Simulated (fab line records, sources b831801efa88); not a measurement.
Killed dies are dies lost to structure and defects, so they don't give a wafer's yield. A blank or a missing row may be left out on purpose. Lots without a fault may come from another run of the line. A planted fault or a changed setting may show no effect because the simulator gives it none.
Which tool did it? | flow gf180mcu | 6 lots, 18 wafers sampled, at 3 steps of a route of 602

WHAT THE GAUGES READ, wafer by wafer
GF_VT_IMPLANT_RS_MEAS_48: measures by four-point-probe.
lot  | measured     | on            | LVPWELL_RS (ohm/sq)
L810 | day 8 02:47  | film_metro-01 | 1200.2 1194.3 1192.4
L812 | day 8 12:10  | film_metro-03 | 1194.9 1195.3 1193.2
L814 | day 9 02:05  | film_metro-02 | 1192.3 1198.2 1198.9
L821 | day 10 23:28 | film_metro-01 | 1231.5 1229.7 1229.4
L825 | day 12 17:19 | film_metro-02 | 1193.0 1195.3 1196.0
L827 | day 13 08:25 | film_metro-02 | 1196.3 1194.3 1199.3

WHICH TOOL RAN EACH LOT (tool, then ch and the chambers of the sampled wafers, then the start)
lot  | GF_STI_STRIP_15                     | GF_LVPWELL_IMPLANT_08
L810 | plasma_asher-04 ch 0,1, day 2 11:59 | implanter-04 ch 0, day 4 10:15
L812 | plasma_asher-04 ch 0,1, day 2 21:43 | implanter-01 ch 0, day 4 18:23
L814 | plasma_asher-03 ch 0,1, day 3 08:47 | implanter-03 ch 0, day 5 05:39
L821 | plasma_asher-04 ch 0,1, day 4 20:02 | implanter-03 ch 0, day 6 18:00
L825 | plasma_asher-03 ch 0,1, day 5 18:14 | implanter-04 ch 0, day 8 05:00
L827 | plasma_asher-01 ch 0,1, day 6 05:50 | implanter-04 ch 0, day 8 17:45
- GF_STI_STRIP_15: strips in O2/N2.
- GF_LVPWELL_IMPLANT_08

THE ANSWER, worked out from the rows above alone
Rule: what is usual is taken from the lots themselves. Put in order of their means at a reading, lots are off if they are a third of the lots or fewer, leave a main group of 4 or more, and stand apart from it by a gap of 3 or more times the standard deviation of the main group's means; of several such gaps the widest counts. A main group whose means are all the same, to the digits that the tables above print for the reading, isn't used. A lot without any number at a reading at which 4 lots or more have one is off too. The other lots that the step has rows for count as sound.
Off: L821, at GF_VT_IMPLANT_RS_MEAS_48 (LVPWELL_RS). The main group: mean 1195.6 ohm/sq, standard deviation 0.87.
A tool fits if, at a process step before that reading, it ran every lot that is off, and no sound lot after the first of them. The gauges at GF_VT_IMPLANT_RS_MEAS_48 are tried like those tools. Can't be told from this: 3 tools fit, plasma_asher-04 at GF_STI_STRIP_15, implanter-03 at GF_LVPWELL_IMPLANT_08, film_metro-01 at GF_VT_IMPLANT_RS_MEAS_48.

WHAT THE SIMULATOR HAD PUT IN
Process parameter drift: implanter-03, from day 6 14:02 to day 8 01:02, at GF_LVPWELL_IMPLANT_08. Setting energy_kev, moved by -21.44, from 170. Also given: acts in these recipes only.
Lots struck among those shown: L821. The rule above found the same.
